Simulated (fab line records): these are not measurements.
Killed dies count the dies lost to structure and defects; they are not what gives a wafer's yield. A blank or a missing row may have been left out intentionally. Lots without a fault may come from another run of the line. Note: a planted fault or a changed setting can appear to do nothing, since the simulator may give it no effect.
Problem report, 8D (eight disciplines) form, completed by code :: flow sky130 :: the parts of the form that need people (team, actions taken, sign-off) are left out

== 1. THE PROBLEM ==
SPACER_CVD_00_THK at SKY_SPACER_THK_MEAS_01 reads a mean of 34.6 nm on 3 wafers of 1 lot; wafers without a fault read 43.0 nm with a standard deviation of 0.37. That is -23 standard deviations from the usual mean.
The first sign was on wafer L756.1 at day 25 19:36, on film-metro-01. The record holds 33 wafers of 11 lots with a number at this step. Rule for "out", or "out of limits": more than 4 standard deviations from the usual mean. The rest of the wafers with a number are treated as sound.

== 2. WHAT IT IS AND WHAT IT IS NOT ==
question: which readings at this step
is: SPACER_CVD_00_THK
is not: -

question: which lots
is: L756
is not: L749, L750, L751, L752, L766, L767, L768, L769, L771, L772

question: which wafers of those lots
is: all that have a number
is not: -

question: read on which gauges
is: film-metro-01
is not: film-metro-04

question: when
is: from day 25 19:36
is not: up to then (12 sound wafers); but 18 sound wafers of L766, L767, L768, L769, L771, L772 came after

== 3. WHAT RULES OUT EACH SUSPECT ==
Counting: any tool at a process step up to the reading is kept as a suspect provided that every lot that is out went through it and no sound lot did after the first of them.
- the gauge at SKY_SPACER_THK_MEAS_01 has been ruled out. All the wafers that are out were read on film-metro-01, but those of them that SKY_SPACER_CVD_00 has rows for are out there too, on other tools.
- lpcvd-02 at SKY_SPACER_CVD_00 (deposits Si3N4 from DCS/NH3, target thk 43.1 nm, time 740 s): ruled out as a lasting fault. The sound lots L767, L766, L768, L769, L771, L772 went through it after L756, its earliest lot that is out (day 25 18:23).
Left after counting: nothing in the record.

== 4. THE CAUSE (what the simulator had put in) ==
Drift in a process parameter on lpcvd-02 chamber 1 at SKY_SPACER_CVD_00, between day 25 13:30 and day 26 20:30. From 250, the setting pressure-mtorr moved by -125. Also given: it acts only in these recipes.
The count ruled it out by mistake, since the rule takes a fault to strike every lot its tool runs from the start of the fault on, and this one did not do so.

== 5. THE CHAIN OF EFFECTS, in route order ==
One row per reading whose mean, taken over the struck wafers that have a number, lies over 3 standard deviations from the usual. Readings are gone through only where the record gives a usual standard deviation; hours: the median, over the lots, of the time from a lot's start at the first step in this table giving one to that lot's start at this step; sigmas: the change measured in usual standard deviations.
hours: 0
step: SKY_SPACER_CVD_00
reading: pressure-mtorr
usual: 249.9 mTorr
on struck wafers: 124.4
change: -125.5
sigmas: -99 or more

hours: 1
step: SKY_SPACER_THK_MEAS_01
reading: SPACER_CVD_00_THK
usual: 43.0 nm
on struck wafers: 34.6
change: -8.4
sigmas: -23

hours: 1
step: SKY_SPACER_ETCHBACK_02
reading: oes-product-au
usual: 0.855 a.u.
on struck wafers: 0.764
change: -0.091
sigmas: -15
Here are the process steps it includes:
- SKY_SPACER_CVD_00: deposits Si3N4 from DCS/NH3, target thk 43.1 nm, time 740 s.
- SKY_SPACER_ETCHBACK_02: etches Si3N4 in CH3F/O2, stops on SiO2, time 46.7 s, target depth 45 nm.
At these later measuring or inspecting steps, every struck wafer for which the step has a row has a number for every such reading, and none has moved that far: SKY_LI_CONTACT_BOW_MEAS_03, SKY_LOCAL_INTERCONNECT_CD_MEAS_11.

== 6. WHAT WOULD HAVE CAUGHT IT SOONER ==
6 hours passed between the start of the fault at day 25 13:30 and the first reading out of limits at a measuring or inspecting step in this record, taken at day 25 19:36.
Tool's own readings at SKY_SPACER_CVD_00, pressure-mtorr: out on all struck wafers the step has rows for; an alarm limit on them would have tripped on the first.
